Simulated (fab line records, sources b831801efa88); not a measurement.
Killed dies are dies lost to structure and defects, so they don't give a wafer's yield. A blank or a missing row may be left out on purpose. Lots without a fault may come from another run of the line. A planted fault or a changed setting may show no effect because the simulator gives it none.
fab line records | flow sky130 | part 1 of 2: steps 1 to 25 of 36
record lots=5 wafers=15 last_day=50
route steps=708 shown FIELD_ISO@3 NWELL@32 DNWELL@35
lots that met no fault: from a run of the same line without faults
start_h: hours from the record's first day to the start of the lot's first wafer shown | wait_h: hours since the lot's step before | " the same as in the row above | L1.1+2: a row that stands for several wafers | - no value, or no start given | * or withheld: withheld | < > ~ a bound
route shown NAME@n: a module of which the file shows steps, and the number in the route of the first | usual: mean/standard deviation of fault-free wafers | same: alike in all rows | chamber/n: place in a boat | sites: the reading at each site | _std_site: their standard deviation | _edge_site: outer sites' mean less inner sites' | radius_mm: how far each site lies from the wafer's centre | mask NAME#n: copy n | behind: the tool/chamber that last shaped the wafer | hold: why the lot was held/for how many hours/how that ended | device: the transistor (n, p or np) that didn't switch | end of line: the same wafers' tests at the end of the route | a step without rows: its recipe alone | killed: dies lost to structure and defects at the first sort, not the wafer's yield | map: a wafer's dies, x killed, . not, _ none there
set.NAME: the setting as run; set.NAME@STEP: as run at that earlier step | model.NAME: the simulator's own value behind a step, which no gauge read
lots at some steps of the route; a table a step, a row a wafer
services: from which hour (start_h, from the record's first day; less than 0 if before it) a tool's chamber was out of use, for how many hours, and why
## steps
# step SKY_FIELD_ISO_THK_MEAS_02
# recipe reads=SiO2_of_FIELD_ISO_OXIDATION_01
# usual FIELD_ISO_OXIDATION_00_THK=11.92/0.24
# columns lot.wafer tool chamber start_h wait_h FIELD_ISO_OXIDATION_00_THK[nm]
L079.1 film_metro-04 - 37.24 0.0 12.27
L079.4 " - " " 12.29
L079.6 " - " " 12.12
L085.1 film_metro-03 - 68.66 0.0 12.11
L085.2 " - " " 12.27
L085.4 " - " " 12.10
L086.3 film_metro-03 - 71.91 0.0 12.26
L086.5 " - " " 12.08
L086.6 " - " " 11.99
L089.2 film_metro-03 - 88.62 0.0 12.02
L089.4 " - " " 11.99
L089.5 " - " " 11.87
L096.1 film_metro-04 - 121.63 0.0 12.03
L096.4 " - " " 12.05
L096.5 " - " " 11.80
# step SKY_FIELD_ISO_CVD_03
# recipe material=Si3N4 precursor=DCS/NH3 target_thk_nm=165 temp_c=770 time_s=2830 pressure_mtorr=250
# usual zone_power_lower_pct=12.8/0.82
# columns lot.wafer tool chamber start_h wait_h zone_power_lower_pct
L079.1 lpcvd-02 0 37.30 0.1 13.7
L079.4 " 0 " " 13.6
L079.6 " 0 " " 13.8
L085.1 lpcvd-02 1 68.92 0.3 12.1
L085.2 " 1 " " 12.2
L085.4 " 1 " " 11.8
L086.3 lpcvd-02 1 71.95 0.0 12.0
L086.5 " 1 " " 12.0
L086.6 " 1 " " 12.1
L089.2 lpcvd-02 0 90.39 1.8 13.8
L089.4 " 0 " " 13.7
L089.5 " 0 " " 13.6
L096.1 lpcvd-02 0 122.60 1.0 13.4
L096.4 " 0 " " 13.6
L096.5 " 0 " " 13.4
# step SKY_FIELD_ISO_THK_MEAS_04
# recipe reads=Si3N4_of_FIELD_ISO_CVD_03
# usual FIELD_ISO_CVD_03_THK=166.3/1.4
# columns lot.wafer tool chamber start_h wait_h FIELD_ISO_CVD_03_THK[nm]
L079.1 film_metro-01 - 39.09 0.0 164.8
L079.4 " - " " 165.3
L079.6 " - " " 164.1
L085.1 film_metro-04 - 70.71 0.0 166.9
L085.2 " - " " 166.1
L085.4 " - " " 166.5
L086.3 film_metro-01 - 74.65 0.0 166.3
L086.5 " - " " 166.5
L086.6 " - " " 167.7
L089.2 film_metro-03 - 92.18 0.0 165.6
L089.4 " - " " 166.4
L089.5 " - " " 165.7
L096.1 film_metro-01 - 124.39 0.0 167.0
L096.4 " - " " 165.4
L096.5 " - " " 164.7
# step SKY_FIELD_ISO_DEHYDRATE_05
# recipe temp_c=200 time_s=60
# usual heater_power_total_W=160.37/0.13
# columns lot.wafer tool chamber start_h wait_h heater_power_total_W
L079.1 litho_track-04 0 46.24 7.1 160.56
L079.4 " 0 " " 160.38
L079.6 " 0 " " 160.53
L085.1 litho_track-03 0 78.32 7.6 160.12
L085.2 " 0 " " 160.17
L085.4 " 0 " " 160.37
L086.3 litho_track-04 0 82.39 7.7 160.45
L086.5 " 0 " " 160.59
L086.6 " 0 " " 160.45
L089.2 litho_track-01 0 99.29 7.1 160.38
L089.4 " 0 " " 160.41
L089.5 " 0 " " 160.23
L096.1 litho_track-03 0 133.02 8.6 160.29
L096.4 " 0 " " 160.17
L096.5 " 0 " " 160.51
# step SKY_FIELD_ISO_HMDS_06
# recipe prime_time_s=60 prime_temp_c=120
# columns lot.wafer tool chamber start_h wait_h
L079.1+4+6 litho_track-04 0 46.39 0.1
L085.1+2+4 litho_track-03 0 78.47 0.1
L086.3+5+6 litho_track-04 0 82.54 0.1
L089.2+4+5 litho_track-01 0 99.44 0.1
L096.1+4+5 litho_track-03 0 133.17 0.1
# step SKY_FIELD_ISO_COAT_07
# recipe resist=BARC temp_c=withheld time_s=withheld spin_rpm=3000 resist_thk_nm=60
# columns lot.wafer tool chamber start_h wait_h
L079.1+4+6 litho_track-04 0 46.54 0.1
L085.1+2+4 litho_track-03 0 78.62 0.1
L086.3+5+6 litho_track-04 0 82.69 0.1
L089.2+4+5 litho_track-01 0 99.59 0.1
L096.1+4+5 litho_track-03 0 133.32 0.1
# step SKY_FIELD_ISO_COAT_08
# recipe resist=KrF-thick spin_rpm=3000 resist_thk_nm=450
# columns lot.wafer tool chamber start_h wait_h
L079.1+4+6 litho_track-04 0 - -
L085.1+2+4 litho_track-03 0 - -
L086.3+5+6 litho_track-04 0 - -
L089.2+4+5 litho_track-01 0 - -
L096.1+4+5 litho_track-03 0 - -
# step SKY_FIELD_ISO_SOFTBAKE_09
# recipe temp_c=100 time_s=90 resist=KrF-thick
# usual heater_power_total_W=57.36/0.11
# columns lot.wafer tool chamber start_h wait_h heater_power_total_W
L079.1 litho_track-04 0 - - 57.39
L079.4 " 0 " " 57.52
L079.6 " 0 " " 57.23
L085.1 litho_track-03 0 - - 57.46
L085.2 " 0 " " 57.45
L085.4 " 0 " " 57.54
L086.3 litho_track-04 0 - - 57.42
L086.5 " 0 " " 57.49
L086.6 " 0 " " 57.28
L089.2 litho_track-01 0 - - 57.48
L089.4 " 0 " " 57.38
L089.5 " 0 " " 57.29
L096.1 litho_track-03 0 - - 57.31
L096.4 " 0 " " 57.23
L096.5 " 0 " " 57.32
# step SKY_FIELD_ISO_EXPOSE_10
# recipe mask_id=FOM na=0.68 source_shape=annular sigma_inner=0.4 sigma_outer=0.8 target_cd_nm=150 dose_mj=28
# usual reticle_temp_C=23.02/0.098
# columns lot.wafer tool chamber start_h wait_h mask reticle_temp_C
L079.1 krf_scanner-02 0 - - FOM#0 23.02
L079.4 " 0 " " FOM#0 23.18
L079.6 " 0 " " FOM#0 22.92
L085.1 krf_scanner-01 0 - - FOM#0 23.01
L085.2 " 0 " " FOM#0 23.19
L085.4 " 0 " " FOM#0 22.94
L086.3 krf_scanner-01 0 - - FOM#0 23.05
L086.5 " 0 " " FOM#0 22.98
L086.6 " 0 " " FOM#0 23.01
L089.2 krf_scanner-01 0 - - FOM#0 23.02
L089.4 " 0 " " FOM#0 23.09
L089.5 " 0 " " FOM#0 23.04
L096.1 krf_scanner-02 0 - - FOM#0 23.14
L096.4 " 0 " " FOM#0 23.06
L096.5 " 0 " " FOM#0 23.01
# step SKY_FIELD_ISO_PEB_11
# recipe peb_temp_c=withheld peb_time_s=withheld resist=KrF-thick
# columns lot.wafer tool chamber start_h wait_h
L079.1+4+6 litho_track-01 0 - -
L085.1+2+4 litho_track-01 0 - -
L086.3+5+6 litho_track-01 0 - -
L089.2+4+5 litho_track-04 0 - -
L096.1+4+5 litho_track-04 0 - -
# step SKY_FIELD_ISO_DEVELOP_12
# recipe develop_time_s=60 resist=KrF-thick dev_temp_c=21
# usual developer_temp_C=21.02/0.11
# columns lot.wafer tool chamber start_h wait_h developer_temp_C
L079.1 litho_track-01 0 - - 20.98
L079.4 " 0 " " 21.03
L079.6 " 0 " " 21.15
L085.1 litho_track-01 0 - - 20.98
L085.2 " 0 " " 21.08
L085.4 " 0 " " 21.16
L086.3 litho_track-01 0 - - 21.08
L086.5 " 0 " " 21.00
L086.6 " 0 " " 21.14
L089.2 litho_track-04 0 - - 21.01
L089.4 " 0 " " 20.93
L089.5 " 0 " " 21.03
L096.1 litho_track-04 0 - - 21.06
L096.4 " 0 " " 20.99
L096.5 " 0 " " 21.05
# step SKY_FIELD_ISO_CD_MEAS_13
# recipe target_cd_nm=150
# usual cd_nm=149.8/1.3
# columns lot.wafer tool chamber start_h wait_h cd_nm
L079.1 cd_sem-02 - 55.16 - 149.8
L079.4 " - " " 149.5
L079.6 " - " " 149.6
L085.1 cd_sem-01 - 87.41 - 150.3
L085.2 " - " " 148.4
L085.4 " - " " 150.0
L086.3 cd_sem-02 - 91.60 - 150.4
L086.5 " - " " 151.5
L086.6 " - " " 151.0
L089.2 cd_sem-01 - 109.16 - 149.1
L089.4 " - " " 150.5
L089.5 " - " " 151.2
L096.1 cd_sem-02 - 143.34 - 150.6
L096.4 " - " " 148.2
L096.5 " - " " 151.3
# step SKY_FIELD_ISO_ETCH_14
# recipe chemistry=N2/H2 target=BARC ion_energy_ev=200 source_w=500 bias_w=100 pressure_mtorr=30 n2_flow_sccm=100 h2_flow_sccm=200 stop_on=SiO2 time_s=45.9 target_depth_a=600
# usual drypump_motor_current_A=5.9/0.49 oes_product_au=0.855/0.0042 throttle_valve_pct=13.224/0.0082
# columns lot.wafer tool chamber start_h wait_h drypump_motor_current_A oes_product_au rf_hours_counter_h throttle_valve_pct
L079.1 rie_diel-03 3 55.28 0.1 5.4 0.856 173 13.227
L079.4 " 1 " " 5.8 0.861 5 13.230
L079.6 " 1 " " 5.8 0.849 - 13.208
L085.1 rie_diel-03 3 87.53 0.1 5.3 0.856 0 13.232
L085.2 " 2 " " 6.6 0.853 9 13.207
L085.4 " 1 " " 5.8 0.858 7 13.216
L086.3 rie_diel-03 3 91.68 0.1 5.4 0.852 0 13.222
L086.5 " 0 " " 5.8 0.861 - 13.222
L086.6 " 3 " " 5.4 0.858 - 13.222
L089.2 rie_diel-01 0 109.26 0.1 4.9 0.853 4 13.221
L089.4 " 2 " " 6.5 0.851 8 13.225
L089.5 " 1 " " 6.2 0.847 - 13.224
L096.1 rie_diel-04 3 143.46 0.1 6.2 0.860 8 13.208
L096.4 " 1 " " 6.1 0.857 6 13.228
L096.5 " 0 " " 5.6 0.852 - 13.220
# step SKY_FIELD_ISO_ETCH_15
# recipe chemistry=CHF3/O2 target_depth_nm=180 stop_on=Si source_w=600 bias_w=200 pressure_mtorr=40 chf3_flow_sccm=50 O2_flow_sccm=5 time_s=72
# usual drypump_motor_current_A=5.9/0.49 oes_product_au=0.951/0.006 throttle_valve_pct=8.844/0.0085
# columns lot.wafer tool chamber start_h wait_h drypump_motor_current_A oes_product_au rf_hours_counter_h throttle_valve_pct
L079.1 rie_diel-03 3 55.32 0.0 5.4 0.941 173 8.831
L079.4 " 1 " " 5.8 0.951 5 8.837
L079.6 " 1 " " 5.8 0.941 - 8.848
L085.1 rie_diel-03 3 87.57 0.0 5.4 0.956 0 8.843
L085.2 " 2 " " 6.6 0.951 9 8.847
L085.4 " 1 " " 5.8 0.944 7 8.840
L086.3 rie_diel-03 3 91.72 0.0 5.4 0.949 0 8.851
L086.5 " 0 " " 5.8 0.943 - 8.847
L086.6 " 3 " " 5.4 0.956 - 8.855
L089.2 rie_diel-01 0 109.30 0.0 4.9 0.947 4 8.840
L089.4 " 2 " " 6.4 0.952 8 8.844
L089.5 " 1 " " 6.2 0.953 - 8.851
L096.1 rie_diel-04 3 143.50 0.0 6.2 0.954 8 8.846
L096.4 " 1 " " 6.1 0.942 6 8.846
L096.5 " 0 " " 5.6 0.950 - 8.850
# step SKY_FIELD_ISO_STRIP_16
# recipe chemistry=O2/N2 power_w=1400 pressure_mtorr=1500 platen_temp_c=withheld o2_flow_sccm=3000 n2_flow_sccm=300 overash_fraction=0.5
# usual drypump_motor_current_A=6.2/0.35 oes_product_au=0.378/0.0051 strip_time_to_endpoint_s=3.557/0.023
# columns lot.wafer tool chamber start_h wait_h drypump_motor_current_A oes_product_au rf_hours_counter_h strip_time_to_endpoint_s
L079.1 plasma_asher-02 1 55.38 0.0 6.4 0.375 38 3.583
L079.4 " 1 " " 6.4 0.379 - 3.564
L079.6 " 0 " " 6.6 0.378 - 3.566
L085.1 plasma_asher-04 1 87.63 0.0 6.0 0.387 41 3.562
L085.2 " 0 " " 5.5 0.374 41 3.568
L085.4 " 1 " " 6.0 0.374 - 3.541
L086.3 plasma_asher-04 0 91.81 0.1 5.5 0.386 - 3.590
L086.5 " 1 " " 6.0 0.380 - 3.544
L086.6 " 0 " " 5.5 0.375 - 3.582
L089.2 plasma_asher-02 0 109.36 0.0 6.6 0.388 44 3.593
L089.4 " 1 " " 6.4 0.383 - 3.550
L089.5 " 0 " " 6.6 0.383 - 3.566
L096.1 plasma_asher-03 0 143.56 0.0 6.0 0.375 41 3.542
L096.4 " 0 " " 6.0 0.373 - 3.546
L096.5 " 1 " " 6.4 0.382 - 3.531
# step SKY_FIELD_ISO_ETCH_17
# recipe target_depth_a=3420 mask_material=Si3N4 chemistry=HBr/Cl2/O2 target=Si taper_deg=5 icp_w=600 bias_w=150 pressure_mtorr=15 HBr_flow_sccm=150 Cl2_flow_sccm=40 O2_flow_sccm=6 time_s=97.7
# usual drypump_motor_current_A=5.77/0.23 oes_product_au=0.998/0.0077 throttle_valve_pct=25.658/0.011
# columns lot.wafer tool chamber start_h wait_h drypump_motor_current_A oes_product_au rf_hours_counter_h throttle_valve_pct
L079.1 rie_si-02 1 55.48 0.1 5.75 1.015 18 25.658
L079.4 " 3 " " 5.47 0.994 153 25.656
L079.6 " 1 " " 5.72 1.005 - 25.655
L085.1 rie_si-02 3 87.73 0.1 5.46 1.004 0 25.645
L085.2 " 1 " " 5.77 1.007 19 25.653
L085.4 " 2 " " 5.45 0.994 75 25.654
L086.3 rie_si-01 0 91.88 0.0 5.94 0.995 3 25.647
L086.5 " 3 " " 6.14 0.999 - 25.667
L086.6 " 2 " " 5.73 0.993 - 25.656
L089.2 rie_si-01 0 109.46 0.1 5.96 0.998 3 25.671
L089.4 " 1 " " 5.89 0.999 128 25.647
L089.5 " 1 " " 5.87 1.003 - 25.647
L096.1 rie_si-01 2 143.66 0.1 5.74 0.998 47 25.649
L096.4 " 1 " " 5.93 1.001 128 25.647
L096.5 " 2 " " 5.73 0.999 - 25.664
# step SKY_FIELD_ISO_WET_ETCH_18
# recipe chemistry=H3PO4 target_depth_nm=25 temp_c=160 target=Si3N4 time_s=286
# usual bath_heat_duty_pct=26/4.2
# columns lot.wafer tool chamber start_h wait_h bath_heat_duty_pct
L079.1 wet_bench-04 0 55.55 0.0 20
L079.4 " 0 " " 21
L079.6 " 0 " " 21
L085.1 wet_bench-04 2 87.80 0.0 25
L085.2 " 2 " " 25
L085.4 " 2 " " 25
L086.3 wet_bench-03 2 91.95 0.0 26
L086.5 " 2 " " 27
L086.6 " 2 " " 30
L089.2 wet_bench-04 3 109.53 0.0 26
L089.4 " 3 " " 26
L089.5 " 3 " " 26
L096.1 wet_bench-02 0 143.73 0.0 34
L096.4 " 0 " " 34
L096.5 " 0 " " 34
# step SKY_FIELD_ISO_CLEAN_19
# recipe chemistry=SC1/SC2 mix=1:4:20 temp_c=70 time_s=150
# usual bath_heat_duty_pct=12.8/1.8
# columns lot.wafer tool chamber start_h wait_h bath_heat_duty_pct
L079.1 wet_bench-03 0 55.65 0.0 12.4
L079.4 " 0 " " 11.4
L079.6 " 0 " " 13.1
L085.1 wet_bench-04 2 87.90 0.0 13.1
L085.2 " 2 " " 12.1
L085.4 " 2 " " 12.7
L086.3 wet_bench-04 0 92.04 0.0 9.9
L086.5 " 0 " " 11.5
L086.6 " 0 " " 9.7
L089.2 wet_bench-04 1 109.61 0.0 8.4
L089.4 " 1 " " 9.5
L089.5 " 1 " " 10.0
L096.1 wet_bench-03 1 143.81 0.0 12.5
L096.4 " 1 " " 12.6
L096.5 " 1 " " 12.6
# step SKY_FIELD_ISO_CLEAN_20
# recipe chemistry=dHF time_s=20 dilution=100:1
# columns lot.wafer tool chamber start_h wait_h
L079.1+4+6 wet_bench-04 2 55.70 0.0
L085.1+2+4 wet_bench-04 1 87.95 0.0
L086.3+5+6 wet_bench-03 3 92.09 0.0
L089.2+4+5 wet_bench-04 0 109.66 0.0
L096.1+4+5 wet_bench-02 3 143.86 0.0
# step SKY_FIELD_ISO_WET_ETCH_21
# recipe chemistry=dHF dilution=100:1 target_depth_nm=20 dry=ipa_marangoni target=SiO2 temp_c=25 time_s=400
# usual bath_heat_duty_pct=6.1/0.8
# columns lot.wafer tool chamber start_h wait_h bath_heat_duty_pct
L079.1 wet_bench-03 1 55.72 0.0 4.9
L079.4 " 1 " " 6.0
L079.6 " 1 " " 5.8
L085.1 wet_bench-04 2 87.97 0.0 5.5
L085.2 " 2 " " 4.7
L085.4 " 2 " " 5.9
L086.3 wet_bench-04 2 92.10 0.0 6.0
L086.5 " 2 " " 6.3
L086.6 " 2 " " 6.3
L089.2 wet_bench-04 1 109.68 0.0 4.0
L089.4 " 1 " " 3.6
L089.5 " 1 " " 4.9
L096.1 wet_bench-03 3 143.88 0.0 6.6
L096.4 " 3 " " 5.7
L096.5 " 3 " " 6.7
# step SKY_FIELD_ISO_OXIDATION_22
# recipe temp_c=950 ambient=O2 stabilise_s=600 purge_s=300 target_thk_a=100 ox_time_s=623
# usual ox_temp_c_max=953.6/0.84 zone_power_lower_pct=23.0/1.6
# columns lot.wafer tool chamber start_h wait_h ox_temp_c_max zone_power_lower_pct
L079.1 furnace-02 0 56.63 0.8 953.0 21.4
L079.4 " 0 " " 954.3 21.9
L079.6 " 0 " " 953.5 21.4
L085.1 furnace-02 0 90.63 2.5 953.6 21.5
L085.2 " 0 " " 953.1 21.3
L085.4 " 0 " " 953.9 21.3
L086.3 furnace-01 0 94.49 2.3 953.4 24.5
L086.5 " 0 " " 952.8 24.7
L086.6 " 0 " " 953.8 24.8
L089.2 furnace-01 0 110.20 0.4 953.1 24.4
L089.4 " 0 " " 953.8 24.7
L089.5 " 0 " " 953.4 24.5
L096.1 furnace-02 0 145.66 1.7 954.1 21.8
L096.4 " 0 " " 954.9 21.2
L096.5 " 0 " " 954.8 21.6
# step SKY_FIELD_ISO_THK_MEAS_23
# recipe reads=SiO2_of_FIELD_ISO_OXIDATION_22
# usual FIELD_ISO_OXIDATION_01_THK=9.91/0.18
# columns lot.wafer tool chamber start_h wait_h FIELD_ISO_OXIDATION_01_THK[nm]
L079.1 film_metro-01 - 57.80 0.0 9.86
L079.4 " - " " 9.84
L079.6 " - " " 9.91
L085.1 film_metro-01 - 91.80 0.0 9.91
L085.2 " - " " 10.04
L085.4 " - " " 10.01
L086.3 film_metro-04 - 95.68 0.0 10.26
L086.5 " - " " 10.01
L086.6 " - " " 10.12
L089.2 film_metro-04 - 111.38 0.0 9.94
L089.4 " - " " 9.86
L089.5 " - " " 9.94
L096.1 film_metro-03 - 146.83 0.0 9.88
L096.4 " - " " 9.83
L096.5 " - " " 9.81
# step SKY_FIELD_ISO_CVD_24
# recipe material=SiO2 target_thk_nm=595 temp_c=650 sigma_open_frac=0.3 time_s=99.2 sih4_flow_sccm=60 pressure_mtorr=6
# columns lot.wafer tool chamber start_h wait_h
L079.1+4+6 hdpcvd-02 2,1,0 57.87 0.1
L085.1+2+4 hdpcvd-02 1,2,2 91.86 0.1
L086.3+5+6 hdpcvd-01 2,1,2 95.72 0.0
L089.2+4+5 hdpcvd-01 1,1,2 111.43 0.0
L096.1+4+5 hdpcvd-01 2,2,1 146.89 0.1
# step SKY_FIELD_ISO_THK_MEAS_25
# recipe reads=SiO2_of_FIELD_ISO_CVD_24
# usual FIELD_ISO_CVD_24_THK=593/5.2
# columns lot.wafer tool chamber start_h wait_h FIELD_ISO_CVD_24_THK[nm]
L079.1 film_metro-04 - 57.94 0.0 603
L079.4 " - " " 597
L079.6 " - " " 604
L085.1 film_metro-01 - 91.93 0.0 589
L085.2 " - " " 588
L085.4 " - " " 589
L086.3 film_metro-03 - 95.81 0.1 593
L086.5 " - " " 590
L086.6 " - " " 590
L089.2 film_metro-01 - 111.52 0.0 595
L089.4 " - " " 585
L089.5 " - " " 593
L096.1 film_metro-01 - 146.96 0.0 608
L096.4 " - " " 601
L096.5 " - " " 600
# step SKY_FIELD_ISO_ANNEAL_26
# recipe temp_c=1000 time_s=1800 ambient=N2
# usual zone_power_lower_pct=26.3/1.7
# columns lot.wafer tool chamber start_h wait_h zone_power_lower_pct
L079.1 furnace-02 0 60.56 2.6 24.1
L079.4 " 0 " " 24.2
L079.6 " 0 " " 24.3
L085.1 furnace-02 0 93.31 1.4 24.2
L085.2 " 0 " " 24.3
L085.4 " 0 " " 24.1
L086.3 furnace-01 0 97.17 1.4 27.5
L086.5 " 0 " " 27.4
L086.6 " 0 " " 27.2
L089.2 furnace-02 0 113.83 2.3 23.9
L089.4 " 0 " " 23.9
L089.5 " 0 " " 24.5
L096.1 furnace-01 0 147.33 0.4 27.3
L096.4 " 0 " " 27.5
L096.5 " 0 " " 27.3
